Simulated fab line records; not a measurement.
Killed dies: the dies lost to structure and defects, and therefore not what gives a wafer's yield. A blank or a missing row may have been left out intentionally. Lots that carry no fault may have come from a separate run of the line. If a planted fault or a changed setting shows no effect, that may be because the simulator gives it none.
Comparing a struck lot with a sound one | flow sky130 | 15 steps out of a route of 708
Sound: the wafers L663.1, L663.2, L663.3. The struck wafers were L660.1, L660.4, L660.6. Last of all comes the cause.
Per side, at each step with rows, come the tool, then ch with its chambers, and then its first start. Under that, the readings that differ: sound wafers | struck wafers | difference of the means | sigmas: that difference in standard deviations of wafers without a fault.
alike: a reading whose means differ by less than 2 such deviations, as well as words and numbers matching on both sides. not compared: withheld readings; readings where some wafer has no value; bounds like >300 that might hide an equal value; numbers whose values overlap and for which the record gives no deviation.
The two part at a step that has a row with sigmas, a row that says differs or no value, or rows on one side only. Numbers that have no deviation but don't overlap get no sigmas and don't part them. A reading that every wafer of one side lacks parts them only if that side has two wafers or more.

first, 2 steps without rows for these wafers: SKY_VT_ADJUST_LVTN_PEB_16; SKY_VT_ADJUST_LVTN_DEVELOP_17 (develop time 60 s).
SKY_VT_ADJUST_LVTN_OVL_MEAS_18:
  struck on overlay-02, day 11 11:29; sound on overlay-01, day 12 07:29
  alike: VT_ADJUST_LVTN_01_OVL
then, 1 step without rows for these wafers: SKY_VT_ADJUST_LVTN_IMPLANT_19.
SKY_VT_ADJUST_LVTN_STRIP_20: strips in O2/N2.
  sound on plasma asher-02 ch 0,1, day 12 07:40; struck on plasma asher-04 ch 0,1, day 11 11:40
  alike: drypump motor current A, n2 flow sccm, o2 flow sccm, oes product au, strip time to endpoint s
  not compared: rf hours counter h
SKY_VT_ADJUST_LVTN_TW_MEAS_21:
  struck on film metro-02, day 11 11:46; sound on film metro-02, day 12 07:46
  alike: VT_ADJUST_LVTN_2_TW
then, 6 steps without rows for these wafers: SKY_VT_ADJUST_NCORE_DEHYDRATE_00 (time 60 s); SKY_VT_ADJUST_NCORE_HMDS_01 (prime time 60 s); SKY_VT_ADJUST_NCORE_COAT_02 (resist thk 1140 nm); SKY_VT_ADJUST_NCORE_SOFTBAKE_03 (time 60 s); SKY_VT_ADJUST_NCORE_EXPOSE_04 (exposes mask LVTN COMPLEMENT THIN, target cd 380 nm); SKY_VT_ADJUST_NCORE_PEB_05.
SKY_VT_ADJUST_NCORE_DEVELOP_06: develop time 60 s.
  sound on litho track-01 ch 0, day 13 08:17; struck on litho track-02 ch 0, day 12 11:36
  reading              | sound             | struck            | difference | sigmas
  developer temp C (C) | 23.04 23.04 23.12 | 23.70 23.57 23.60 | +0.56      | +5
SKY_VT_ADJUST_NCORE_CD_MEAS_07: target cd 380 nm.
  struck on cd sem-02, day 12 11:51; sound on cd sem-02, day 13 08:26
  alike: cd nm
-- the record jumps here: 38 days lie between the struck wafers' starts before and after (it left off in module VT_ADJUST_NCORE and takes up again in module PAD_OPEN, whose first step shown is number 708 of the route) --
SKY_PAD_OPEN_PROBE_99:
  struck on prober-02, day 50 02:40; sound on prober-01, day 50 02:59
  alike: killed_at_M0_to_M3, killed_at_M4_up, killed at contacts, killed at front end, killed at other, killed dies, killed open, killed short

WHERE THEY PART
Only at SKY_VT_ADJUST_NCORE_DEVELOP_06, within this record. Later steps at which nothing parts them and some readings are alike: SKY_VT_ADJUST_NCORE_CD_MEAS_07, SKY_PAD_OPEN_PROBE_99.

WHY: whatever the simulator had introduced
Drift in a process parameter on litho track-02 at SKY_VT_ADJUST_NCORE_DEVELOP_06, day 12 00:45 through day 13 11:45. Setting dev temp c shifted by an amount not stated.
